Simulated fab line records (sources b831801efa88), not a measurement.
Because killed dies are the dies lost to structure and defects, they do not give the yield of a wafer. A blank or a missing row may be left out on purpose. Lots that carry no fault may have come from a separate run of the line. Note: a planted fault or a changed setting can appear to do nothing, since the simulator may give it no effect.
Chamber matching / flow gf180mcu / cmp-01 running GF_V1_CMP_26: 4 sister chambers
The step polishes, stops on SiO2, t overpolish 15 s, target thk 0 nm. 4 wafers are shown with their chamber, then 9 later ones without.

== WAFERS PAIRED WITH THEIR CHAMBERS ==
wafer=L614.5; chamber=2; motor current A (A)=12.2
wafer=L624.1; chamber=1; motor current A (A)=12.1
wafer=L624.3; chamber=3; motor current A (A)=9.4
wafer=L624.4; chamber=0; motor current A (A)=11.5

== WAFERS MISSING THEIR CHAMBER ==
wafer=L626.1; motor current A (A)=12.9
wafer=L626.3; motor current A (A)=9.7
wafer=L626.5; motor current A (A)=11.0
wafer=L629.2; motor current A (A)=12.2
wafer=L629.3; motor current A (A)=9.7
wafer=L629.6; motor current A (A)=9.8
wafer=L633.1; motor current A (A)=11.5
wafer=L633.2; motor current A (A)=11.9
wafer=L633.6; motor current A (A)=11.8

== EACH ONE'S CHAMBER ==
wafer=L626.1; from the rows above=can't be placed: 2 or 1 or 0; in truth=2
wafer=L626.3; from the rows above=3; in truth=3
wafer=L626.5; from the rows above=can't be placed: 0 or 1 or 2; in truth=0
wafer=L629.2; from the rows above=can't be placed: 2 or 1 or 0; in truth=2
wafer=L629.3; from the rows above=3; in truth=3
wafer=L629.6; from the rows above=3; in truth=3
wafer=L633.1; from the rows above=can't be placed: 0 or 1 or 2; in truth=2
wafer=L633.2; from the rows above=can't be placed: 1 or 2 or 0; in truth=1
wafer=L633.6; from the rows above=can't be placed: 1 or 0 or 2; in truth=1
3 of 9 placed correctly. Not placeable from these rows: 6 (in 6, the candidates include the true chamber). Number placed wrongly: 0.
How it was worked out, from the rows above alone: a wafer's distance from a chamber is the root of the sum, over the readings, of the square of ((its reading less the chamber's mean) divided by the reading's scatter). If the next closest chamber is less than 2 further off than the closest, the wafer can't be placed; otherwise it belongs to the closest. The mean given for a chamber averages the wafers shown for that chamber. The scatter: root of mean squared gap, hidden wafer to nearest shown wafer, with one shown wafer a chamber.
